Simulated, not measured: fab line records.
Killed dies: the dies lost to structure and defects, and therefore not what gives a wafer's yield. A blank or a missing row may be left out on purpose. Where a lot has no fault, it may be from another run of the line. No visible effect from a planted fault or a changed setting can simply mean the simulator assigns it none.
A lot that was struck, set against a sound lot + flow sky130 + 28 steps out of a route of 708
Sound: these wafers, L834.2, L834.4, L834.5. Struck: wafer L837.3 (left out: L837.1, L837.2 of the same lot, which were not struck); the cause appears at the end.
At each step with rows: each side's tool, then ch and its chambers, then its first start. Under that, the readings that differ: sound wafers + struck wafers + difference of the means + sigmas: that difference in standard deviations of wafers without a fault.
alike: readings with means less than 2 such deviations apart, plus words and numbers identical on both sides. not compared: withheld readings, readings lacking a value on some wafer, bounds such as >300 that could conceal the same value, and numbers that have no deviation in the record and whose values overlap.
A row with sigmas, a row that says differs or no value, or rows on one side alone: a step with any of these is where the two part. Numbers that have no deviation but don't overlap get no sigmas and don't part them. A reading missing from all wafers of one side parts the sides only when that side holds two or more wafers.

first, 5 steps without rows for these wafers: SKY_VIA4_ETCH_12 (etches SiO2 in C4F8/O2/Ar, stops on TiN, target depth 580 nm); SKY_VIA4_STRIP_13 (strips in O2/N2); SKY_VIA4_STRIP_14 (strips in post etch residue remover, time 1200 s); SKY_VIA4_CLEAN_15 (cleans in IPA, time 180 s); SKY_VIA4_CLEAN_16 (cleans in O3/DIW).
SKY_VIA4_SPUTTER_17: material TiN, target thk 20 nm, time 80 s.
  struck on pvd sputter-01, day 45 01:52; sound on pvd sputter-01, day 44 02:44
  alike: throttle valve pct
then, 1 step without rows for these wafers: SKY_VIA4_CVD_18 (deposits W, target thk 505 nm, time 152.14 s).
SKY_VIA4_RS_MEAS_19: measures by four-point-probe.
  struck on film metro-03, day 45 02:05; sound on film metro-04, day 44 02:58
  alike: VIA4_W_RS
SKY_VIA4_THK_MEAS_20: measures by xrf.
  struck on film metro-03, day 45 02:12; sound on film metro-04, day 44 03:04
  alike: VIA4_W_THK
then, 1 step without rows for these wafers: SKY_VIA4_CMP_21 (polishes, stops on SiO2, t overpolish 25 s, target thk 0 nm).
SKY_METAL5_SPUTTER_00: material Ti, target thk 15 nm, time 10 s.
  struck on pvd sputter-02, day 45 02:34; sound on pvd sputter-02, day 44 03:25
  alike: throttle valve pct
then, 1 step without rows for these wafers: SKY_METAL5_SPUTTER_01 (material TiN, target thk 20 nm, time 16.7 s).
SKY_METAL5_SPUTTER_02: material AlCu, target thk 1150 nm, time 61.2 s.
  struck on pvd sputter-02, day 45 02:36; sound on pvd sputter-02, day 44 03:28
| reading                                     | sound          | struck | difference | sigmas |
|---------------------------------------------|----------------|--------|------------|--------|
| model.AlCu_of_METAL5_SPUTTER_02.thk nm (nm) | 1167 1145 1165 | 933    | -226       |        |
  alike: throttle valve pct
then, 1 step without rows for these wafers: SKY_METAL5_SPUTTER_03 (material Ti, target thk 5 nm, time 3.3 s).
SKY_METAL5_SPUTTER_04: material TiN, target thk 70 nm, time 58.3 s.
  struck on pvd sputter-02, day 45 02:40; sound on pvd sputter-02, day 44 03:32
  alike: throttle valve pct
SKY_METAL5_RS_MEAS_05: measures by four-point-probe.
  struck on film metro-03, day 45 02:43; sound on film metro-04, day 44 03:37
| reading                 | sound                | struck | difference | sigmas |
|-------------------------|----------------------|--------|------------|--------|
| METAL5_ALCU_RS (ohm/sq) | 0.0266 0.0272 0.0267 | 0.0335 | +0.0067    | +19    |
SKY_METAL5_THK_MEAS_06: measures by xrf.
  struck on film metro-03, day 45 02:50; sound on film metro-04, day 44 03:43
| reading              | sound          | struck | difference | sigmas |
|----------------------|----------------|--------|------------|--------|
| METAL5_ALCU_THK (nm) | 1143 1115 1143 | 917    | -217       | -14    |
then, 7 steps without rows for these wafers: SKY_METAL5_DEHYDRATE_07 (time 60 s); SKY_METAL5_HMDS_08 (prime time 60 s); SKY_METAL5_COAT_09 (resist thk 1800 nm); SKY_METAL5_SOFTBAKE_10 (time 60 s); SKY_METAL5_EXPOSE_11 (exposes mask MM5, target cd 1600 nm); SKY_METAL5_PEB_12; SKY_METAL5_DEVELOP_13 (develop time 60 s).
SKY_METAL5_DESCUM_14: chemistry O2, time 11 s.
  sound on rie metal-04 ch 0,1, day 45 02:01; struck on rie metal-02 ch 1, day 46 00:05
| reading                     | sound          | struck | difference | sigmas |
|-----------------------------|----------------|--------|------------|--------|
| drypump motor current A (A) | 5.97 6.04 6.39 | 5.71   | -0.42      | -2     |
  alike: oes product au
  not compared: rf hours counter h
SKY_METAL5_METAL_ETCH_15: etches the open film in Cl2/BCl3, stops on SiO2, target depth 1260 nm, time 252 s.
  sound on rie metal-04 ch 0,1, day 45 02:03; struck on rie metal-02 ch 1, day 46 00:07
| reading               | sound             | struck | difference | sigmas |
|-----------------------|-------------------|--------|------------|--------|
| oes product au (a.u.) | 0.898 0.895 0.904 | 0.814  | -0.085     | -16    |
  alike: drypump motor current A, throttle valve pct
  not compared: rf hours counter h
SKY_METAL5_STRIP_16: strips in O2/N2.
  sound on plasma asher-01 ch 0,1, day 45 02:17; struck on plasma asher-02 ch 1, day 46 00:21
  alike: drypump motor current A, oes product au, strip time to endpoint s
  not compared: rf hours counter h
SKY_PAD_OPEN_PROBE_99:
  struck on prober-01, day 47 20:22; sound on prober-01, day 47 01:16
| reading                      | sound                   | struck  | difference | sigmas |
|------------------------------|-------------------------|---------|------------|--------|
| killed_at_M4_up              | 5 4 2                   | 8       | +4         | +2     |
| model.etest.met5.rs ohm sq   | 0.02665 0.02718 0.02708 | 0.03344 | +0.00647   |        |
| model.etest.met5.line ohm um | 0.01674 0.01701 0.017   | 0.02106 | +0.00414   |        |
  alike: defect limited yield, killed_at_M0_to_M3, killed at contacts, killed at front end, killed at other, killed dies, killed open, killed short, sort_bin_3_pad_short, sort_bin_5_function, sort_bin_6_memory, sort n pass, sort yield pct

WHERE THEY PART
At SKY_METAL5_RS_MEAS_05 first; at SKY_PAD_OPEN_PROBE_99 last (within this record only).

WHY: the cause the simulator had injected
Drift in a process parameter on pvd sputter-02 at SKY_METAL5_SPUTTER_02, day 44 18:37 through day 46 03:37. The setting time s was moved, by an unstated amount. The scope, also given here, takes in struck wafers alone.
